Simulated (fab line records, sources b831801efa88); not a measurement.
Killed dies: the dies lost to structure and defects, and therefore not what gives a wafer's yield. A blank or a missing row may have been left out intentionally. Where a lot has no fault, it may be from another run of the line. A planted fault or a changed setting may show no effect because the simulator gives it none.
What tool caused it? | flow sky130 | Sampling: 12 lots, 36 wafers, 2 of 708 route steps

## WHAT EACH GAUGE READ, for each wafer
SKY_VIA4_THK_MEAS_20: measures by xrf. Usual: for VIA4_W_THK the level is 513 nm and the standard deviation is 6.2.
lot  | measured     | on           | VIA4_W_THK (nm) | flag
L308 | day 42 10:28 | filmMetro-04 | 510 507 519     | 
L309 | day 42 15:55 | filmMetro-04 | 510 504 503     | 
L310 | day 43 01:25 | filmMetro-01 | 506 504 505     | 
L312 | day 44 03:55 | filmMetro-03 | 514 518 514     | 
L317 | day 45 04:52 | filmMetro-04 | 513 515 521     | 
L320 | day 46 00:31 | filmMetro-04 | 506 514 512     | 
L321 | day 46 02:20 | filmMetro-03 | 519 513 514     | 
L324 | day 46 17:28 | filmMetro-03 | 512 507 512     | 
L326 | day 47 03:25 | filmMetro-04 | 508 508 514     | 
L328 | day 47 17:07 | filmMetro-03 | 514 511 514     | 
L329 | day 48 11:13 | filmMetro-03 | 519 521 519     | 
L331 | day 48 15:14 | filmMetro-03 | 519 521 519     | 

## WHAT TOOL EACH LOT RAN ON (gives the tool, then ch and the chambers of the sampled wafers, and finally the start)
lot  | SKY_LOCAL_INTERCONNECT_STRIP_15
L308 | plasmaAsher-03 ch 0,1, day 29 23:20
L309 | plasmaAsher-03 ch 0,1, day 30 06:05
L310 | plasmaAsher-04 ch 0,1, day 30 17:08
L312 | plasmaAsher-02 ch 0,1, day 32 03:49
L317 | plasmaAsher-04 ch 0,1, day 33 09:37
L320 | plasmaAsher-04 ch 0,1, day 34 08:20
L321 | plasmaAsher-04 ch 0,1, day 34 13:11
L324 | plasmaAsher-02 ch 0,1, day 35 07:58
L326 | plasmaAsher-03 ch 0,1, day 35 21:47
L328 | plasmaAsher-03 ch 0,1, day 36 11:28
L329 | plasmaAsher-02 ch 0,1, day 37 12:07
L331 | plasmaAsher-04 ch 0,1, day 37 16:13
- SKY_LOCAL_INTERCONNECT_STRIP_15: strips in O2/N2.

## AS READ BY THE TOOLS THEMSELVES (means over the sampled wafers that have a number; for cases with no such wafer, the mark the record gives instead)
SKY_LOCAL_INTERCONNECT_STRIP_15. Usual: drypumpMotorCurrentA 5.5 A, standard deviation 0.5; o2FlowSccm 3000 sccm, standard deviation 9.4; oesProductAu 0.427 a.u., standard deviation 0.0048; stripTimeToEndpointS 4.735 s, standard deviation 0.021.
lot  | tool           | drypumpMotorCurrentA (A) | o2FlowSccm (sccm) | oesProductAu (a.u.) | stripTimeToEndpointS (s) | flag
L308 | plasmaAsher-03 | 5.4                      | 2999              | 0.426               | 4.707                    | 
L309 | plasmaAsher-03 | 5.4                      | 3005              | 0.428               | 4.752                    | 
L310 | plasmaAsher-04 | 5.4                      | 2996              | 0.429               | 4.765                    | 
L312 | plasmaAsher-02 | 6.3                      | 3000              | 0.426               | 4.721                    | 
L317 | plasmaAsher-04 | 5.4                      | 3001              | 0.428               | 4.771                    | 
L320 | plasmaAsher-04 | 5.4                      | 3001              | 0.428               | 4.742                    | 
L321 | plasmaAsher-04 | 5.4                      | 3006              | 0.432               | 4.757                    | 
L324 | plasmaAsher-02 | 6.1                      | 3009              | 0.430               | 4.744                    | 
L326 | plasmaAsher-03 | 5.4                      | 2987              | 0.424               | 4.702                    | 
L328 | plasmaAsher-03 | 5.4                      | 2990              | 0.425               | 4.718                    | 
L329 | plasmaAsher-02 | 6.2                      | 2997              | 0.426               | 4.735                    | 
L331 | plasmaAsher-04 | 5.1                      | 2999              | 0.428               | 4.745                    | 

## THE ANSWER, worked out from the rows above alone
Rule: take the mean of a lot's wafers that have a number; if it is more than 3 standard deviations from the usual mean, the lot is off. Also off: a lot with no number at a reading for which 4 or more lots have one. The other lots that the step has rows for count as sound. First the gauges in route order, then the tools' own readings, where a lot's mean is used as printed above. At the first step where some lot is off, the reading lying furthest off is the one used; lots without a number count as furthest.
No lot is off on any of the readings shown, so nothing can be concluded from this.

## WHAT WAS PUT IN BY THE SIMULATOR
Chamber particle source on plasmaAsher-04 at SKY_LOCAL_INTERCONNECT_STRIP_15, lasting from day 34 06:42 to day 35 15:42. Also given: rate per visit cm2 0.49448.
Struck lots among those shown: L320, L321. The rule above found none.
